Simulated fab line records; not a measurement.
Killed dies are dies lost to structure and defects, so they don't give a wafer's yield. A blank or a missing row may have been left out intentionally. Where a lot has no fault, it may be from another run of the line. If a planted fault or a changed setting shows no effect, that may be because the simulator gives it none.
A lot that was struck, set against a sound lot | flow sky130 | 17 out of 708 route steps
Sound: the wafers L973.1, L973.3, L973.4. Struck: wafers L978.1, L978.5. At the end, the cause is stated.
Each step with rows lists, per side, the tool, then ch with its chambers, then its first start. Under that, the readings that differ: sound wafers | struck wafers | difference of the means | sigmas: that difference in standard deviations of wafers without a fault.
alike: a reading whose means differ by less than 2 such deviations, as well as words and numbers matching on both sides. not compared: withheld readings; readings where some wafer has no value; bounds like >300 that might hide an equal value; numbers whose values overlap and for which the record gives no deviation.
A row with sigmas, a row that says differs or no value, or rows on one side alone: a step with any of these is where the two part. When numbers do not overlap yet have no deviation, they are printed without sigmas and do not part them. A reading that every wafer of one side lacks parts them only if that side has two wafers or more.

first, 3 steps without rows for these wafers: SKY_LI_CONTACT_EXPOSE_09 (exposes mask LICM1, target cd 170 nm); SKY_LI_CONTACT_PEB_10; SKY_LI_CONTACT_DEVELOP_11 (develop time 60 s).
SKY_LI_CONTACT_CD_MEAS_12: target cd 170 nm.
  sound: cd-sem-02 at day 31 20:08; struck: cd-sem-02 at day 33 07:56
  alike: cd-nm
SKY_LI_CONTACT_OVL_MEAS_13:
  sound: overlay-01 at day 31 20:16; struck: overlay-01 at day 33 08:04
  alike: LI_CONTACT_OVL
SKY_LI_CONTACT_ETCH_14: etches BARC in N2/H2, stops on SiO2, time 45.9 s, target depth 60 nm.
  sound on rie-diel-01 ch 0,1,2, day 31 20:17; struck on rie-diel-01 ch 0,1, day 33 08:05
  alike: drypump-motor-current-A, oes-product-au, rf-fwd-power-W, throttle-valve-pct
  not compared: rf-hours-counter-h
SKY_LI_CONTACT_ETCH_15: etches PSG in C4F8/O2/Ar, stops on Si, target depth 600 nm.
  sound on rie-diel-01 ch 0,1,2, day 31 20:20; struck on rie-diel-01 ch 0,1, day 33 08:08
  alike: oes-product-au, rf-fwd-power-W
then, 3 steps without rows for these wafers: SKY_LI_CONTACT_STRIP_16 (strips in O2/N2); SKY_LI_CONTACT_CLEAN_17 (cleans in NMP, time 600 s); SKY_LI_CONTACT_PRE_CLEAN_18 (time 5.6 s).
SKY_LI_CONTACT_SPUTTER_19: material Ti, target thk 20 nm, time 106.37 s.
  sound: pvd-sputter-04 at day 31 20:44; struck: pvd-sputter-03 at day 33 08:32
  alike: substrate-temp-c, throttle-valve-pct
SKY_LI_CONTACT_SPUTTER_20: material TiN, target thk 20 nm, time 80 s.
  sound: pvd-sputter-04 at day 31 20:49; struck: pvd-sputter-03 at day 33 08:37
  alike: throttle-valve-pct
SKY_LI_CONTACT_CVD_21: deposits W, target thk 400 nm, time 120.56 s.
  sound on cvd-w-02 ch 0,1, day 31 20:52; struck on cvd-w-01 ch 0,1, day 33 08:40
  reading                                  | sound             | struck    | difference | sigmas
  model.W_of_LI_CONTACT_CVD_21.thk-nm (nm) | 396.8 397.9 387.8 | 420.4 435 | +33.5      |
  alike: heater-power-w
SKY_LI_CONTACT_RS_MEAS_22: measures by four-point-probe.
  sound: film-metro-04 at day 31 20:59; struck: film-metro-03 at day 33 08:47
  reading                  | sound             | struck      | difference | sigmas
  LI_CONTACT_W_RS (ohm/sq) | 0.287 0.286 0.294 | 0.271 0.261 | -0.023     | -4
SKY_LI_CONTACT_THK_MEAS_23: measures by xrf.
  sound: film-metro-04 at day 31 21:07; struck: film-metro-03 at day 33 08:55
  reading               | sound       | struck  | difference | sigmas
  LI_CONTACT_W_THK (nm) | 396 396 387 | 412 426 | +26        | +3
SKY_LI_CONTACT_CMP_24: polishes, stops on PSG, t overpolish 20 s, target thk 0 nm.
  sound on cmp-02 ch 1,2,3, day 31 21:13; struck on cmp-01 ch 0,3, day 33 09:07
  alike: motor-current-A, overpolish-run-s, retaining-ring-pressure-frac, time-to-endpoint-s
then, 1 step without rows for these wafers: SKY_PAD_OPEN_PROBE_99.

== WHERE THEY PART ==
At SKY_LI_CONTACT_RS_MEAS_22 first; at SKY_LI_CONTACT_THK_MEAS_23 last (within this record only). Later steps at which nothing parts them and some readings are alike: SKY_LI_CONTACT_CMP_24.

WHY: what had been put in by the simulator
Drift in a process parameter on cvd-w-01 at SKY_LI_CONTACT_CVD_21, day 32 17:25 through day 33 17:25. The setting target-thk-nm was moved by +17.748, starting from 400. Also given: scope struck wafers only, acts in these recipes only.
